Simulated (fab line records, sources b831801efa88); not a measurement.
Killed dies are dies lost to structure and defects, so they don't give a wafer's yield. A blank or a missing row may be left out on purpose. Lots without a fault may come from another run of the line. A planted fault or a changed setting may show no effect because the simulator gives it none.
Which tool did it? | flow gf180mcu | 12 lots, 36 wafers sampled, at 6 steps of a route of 602

WHAT THE GAUGES READ, wafer by wafer
GF_MVSD_TW_MEAS_11.
lot  | measured     | on            | MVSD_TW
L285 | day 4 21:49  | film_metro-01 | 1608 1606 1620
L286 | day 5 03:58  | film_metro-03 | 1555 1552 1551
L288 | day 5 15:10  | film_metro-03 | 1554 1549 1558
L293 | day 6 19:20  | film_metro-03 | 1590 1586 1575
L295 | day 7 07:17  | film_metro-04 | 1582 1586 1584
L298 | day 8 04:11  | film_metro-04 | 1593 1583 1586
L301 | day 8 21:17  | film_metro-04 | 1588 1583 1587
L302 | day 9 01:32  | film_metro-04 | 1589 1585 1589
L303 | day 9 07:20  | film_metro-04 | 1596 1588 1586
L304 | day 9 12:20  | film_metro-01 | 1618 1612 1612
L305 | day 9 18:01  | film_metro-01 | 1608 1614 1614
L306 | day 10 03:47 | film_metro-01 | 1609 1612 1608

GF_VT_IMPLANT_OVL_MEAS_07.
lot  | measured     | on         | VT_IMPLANT_OVL (nm)
L285 | day 6 02:01  | overlay-02 | 2.6 2.0 1.6
L286 | day 6 08:10  | overlay-01 | 3.5 1.6 1.8
L288 | day 6 20:58  | overlay-01 | 0.4 0.8 0.0
L293 | day 8 04:04  | overlay-02 | -1.3 0.4 -0.2
L295 | day 8 15:58  | overlay-01 | -4.6 -1.0 -0.4
L298 | day 9 13:58  | overlay-02 | -1.1 -1.3 -1.8
L301 | day 10 08:46 | overlay-02 | 1.3 1.2 0.9
L302 | day 10 12:20 | overlay-02 | -2.1 -0.2 -0.7
L303 | day 10 17:58 | overlay-02 | -0.6 -3.7 -1.7
L304 | day 10 23:25 | overlay-02 | 1.7 -1.8 0.7
L305 | day 11 06:28 | overlay-02 | 2.2 0.4 1.8
L306 | day 11 15:55 | overlay-01 | -1.2 -0.9 -2.3

GF_HV_LDD_TW_MEAS_11.
lot  | measured     | on            | HV_LDD_TW
L285 | day 10 15:40 | film_metro-04 | 2406 2419 2421
L286 | day 10 21:19 | film_metro-03 | 2397 2415 2402
L288 | day 11 11:28 | film_metro-01 | 2463 2454 2458
L293 | day 13 02:12 | film_metro-03 | 2248 2235 2238
L295 | day 13 12:24 | film_metro-01 | 2297 2284 2287
L298 | day 14 16:06 | film_metro-04 | 2448 2442 2440
L301 | day 15 14:25 | film_metro-04 | 2414 2413 2417
L302 | day 15 18:43 | film_metro-03 | 2414 2412 2420
L303 | day 16 02:41 | film_metro-04 | 2425 2424 2425
L304 | day 16 11:13 | film_metro-01 | 2462 2449 2438
L305 | day 16 17:35 | film_metro-01 | 2447 2448 2450
L306 | day 17 07:23 | film_metro-04 | 2409 2421 2417

GF_HV_LDD_RS_MEAS_53: measures by four-point-probe.
lot  | measured     | on            | HV_LDD_RS (ohm/sq)
L285 | day 13 00:43 | film_metro-04 | 418.8 418.5 418.0
L286 | day 13 06:22 | film_metro-01 | 416.5 417.9 417.3
L288 | day 13 22:25 | film_metro-01 | 417.2 418.8 418.3
L293 | day 15 17:59 | film_metro-03 | 422.9 422.8 422.8
L295 | day 16 06:44 | film_metro-01 | 424.3 423.9 423.6
L298 | day 17 12:05 | film_metro-04 | 416.6 417.5 417.1
L301 | day 18 11:34 | film_metro-01 | 418.4 418.7 418.5
L302 | day 18 18:40 | film_metro-04 | 418.1 417.7 419.1
L303 | day 19 03:32 | film_metro-03 | 417.5 418.1 417.6
L304 | day 19 12:26 | film_metro-03 | 417.8 416.9 418.1
L305 | day 19 19:10 | film_metro-03 | 417.7 417.7 416.3
L306 | day 20 08:41 | film_metro-03 | 418.4 417.6 416.2

WHICH TOOL RAN EACH LOT (tool, then ch and the chambers of the sampled wafers, then the start)
lot  | GF_STI_ETCH_14                  | GF_HV_LDD_IMPLANT_09
L285 | rie_si-02 ch 2,3, day 2 11:52   | implanter-01 ch 0, day 10 15:26
L286 | rie_si-02 ch 1,2,3, day 2 15:55 | implanter-04 ch 0, day 10 21:04
L288 | rie_si-02 ch 0,1,2, day 3 03:13 | implanter-04 ch 0, day 11 11:14
L293 | rie_si-02 ch 0,1,2, day 4 04:49 | implanter-04 ch 0, day 13 01:55
L295 | rie_si-01 ch 0,2,3, day 4 15:07 | implanter-04 ch 0, day 13 12:09
L298 | rie_si-02 ch 0,1,2, day 5 08:10 | implanter-01 ch 0, day 14 15:51
L301 | rie_si-02 ch 1,3, day 5 22:31   | implanter-02 ch 0, day 15 14:10
L302 | rie_si-02 ch 0,1,3, day 6 03:12 | implanter-02 ch 0, day 15 18:28
L303 | rie_si-01 ch 0,1,3, day 6 08:47 | implanter-01 ch 0, day 16 02:26
L304 | rie_si-01 ch 0,2,3, day 6 13:18 | implanter-04 ch 0, day 16 10:58
L305 | rie_si-01 ch 0,3, day 6 18:52   | implanter-01 ch 0, day 16 17:22
L306 | rie_si-01 ch 1,2,3, day 6 23:57 | implanter-02 ch 0, day 17 07:08
- GF_STI_ETCH_14: etches Si in HBr/Cl2/O2, target depth 360 nm, time 102.9 s.
- GF_HV_LDD_IMPLANT_09

WHAT THE TOOLS THEMSELVES READ (means of the sampled wafers that have a number; where no wafer has one, the mark that the record gives instead)
GF_STI_ETCH_14.
lot  | tool      | O2_flow_sccm (sccm) | chamber_pressure_mTorr (mTorr) | drypump_motor_current_A (A) | oes_product_au (a.u.) | throttle_valve_pct (%)
L285 | rie_si-02 | 5.972               | 14.995                         | 5.4                         | 1.003                 | 25.660
L286 | rie_si-02 | 6.009               | 14.992                         | 5.8                         | 0.993                 | 25.672
L288 | rie_si-02 | 5.992               | 15.000                         | 6.1                         | 1.004                 | 25.656
L293 | rie_si-02 | 5.997               | 15.002                         | 6.1                         | 1.003                 | 25.651
L295 | rie_si-01 | 5.995               | 15.010                         | 5.2                         | 0.996                 | 25.660
L298 | rie_si-02 | 5.979               | 15.006                         | 6.1                         | 0.992                 | 25.659
L301 | rie_si-02 | 5.993               | 14.998                         | 5.2                         | 1.000                 | 25.658
L302 | rie_si-02 | 5.991               | 15.000                         | 5.4                         | 0.998                 | 25.654
L303 | rie_si-01 | 6.000               | 14.993                         | 5.1                         | 0.988                 | 25.674
L304 | rie_si-01 | 6.001               | 14.999                         | 5.2                         | 0.999                 | 25.661
L305 | rie_si-01 | 6.018               | 15.000                         | 5.0                         | 0.998                 | 25.660
L306 | rie_si-01 | 5.987               | 15.010                         | 5.3                         | 1.007                 | 25.647

GF_HV_LDD_IMPLANT_09.
lot  | tool         | beam_energy_keV
L285 | implanter-01 | 40.009
L286 | implanter-04 | 40.015
L288 | implanter-04 | 40.002
L293 | implanter-04 | 31.634
L295 | implanter-04 | 31.642
L298 | implanter-01 | 39.981
L301 | implanter-02 | 39.999
L302 | implanter-02 | 40.002
L303 | implanter-01 | 39.995
L304 | implanter-04 | 39.998
L305 | implanter-01 | 40.001
L306 | implanter-02 | 39.987

THE ANSWER, worked out from the rows above alone
Rule: what is usual is taken from the lots themselves. Put in order of their means at a reading, lots are off if they are a third of the lots or fewer, leave a main group of 4 or more, and stand apart from it by a gap of 3 or more times the standard deviation of the main group's means; of several such gaps the widest counts. A main group whose means are all the same, to the digits that the tables above print for the reading, isn't used. A lot without any number at a reading at which 4 lots or more have one is off too. The other lots that the step has rows for count as sound. The gauges are gone through in route order, then the tools' own readings, and for those a lot's mean is taken as printed above. The first step at which some lot is off is used, and at that step the reading that is off furthest; a lot without a number counts as furthest.
Off: L293, L295, at GF_HV_LDD_TW_MEAS_11 (HV_LDD_TW). The main group: mean 2429, standard deviation 18.
A tool fits if, at a process step before that reading, it ran every lot that is off, and no sound lot after the first of them. The gauges at GF_HV_LDD_TW_MEAS_11 aren't tried: what is off there is off at GF_HV_LDD_IMPLANT_09 too, on other tools, and a gauge's error can't cause that. None of those tried fits.

WHAT THE SIMULATOR HAD PUT IN
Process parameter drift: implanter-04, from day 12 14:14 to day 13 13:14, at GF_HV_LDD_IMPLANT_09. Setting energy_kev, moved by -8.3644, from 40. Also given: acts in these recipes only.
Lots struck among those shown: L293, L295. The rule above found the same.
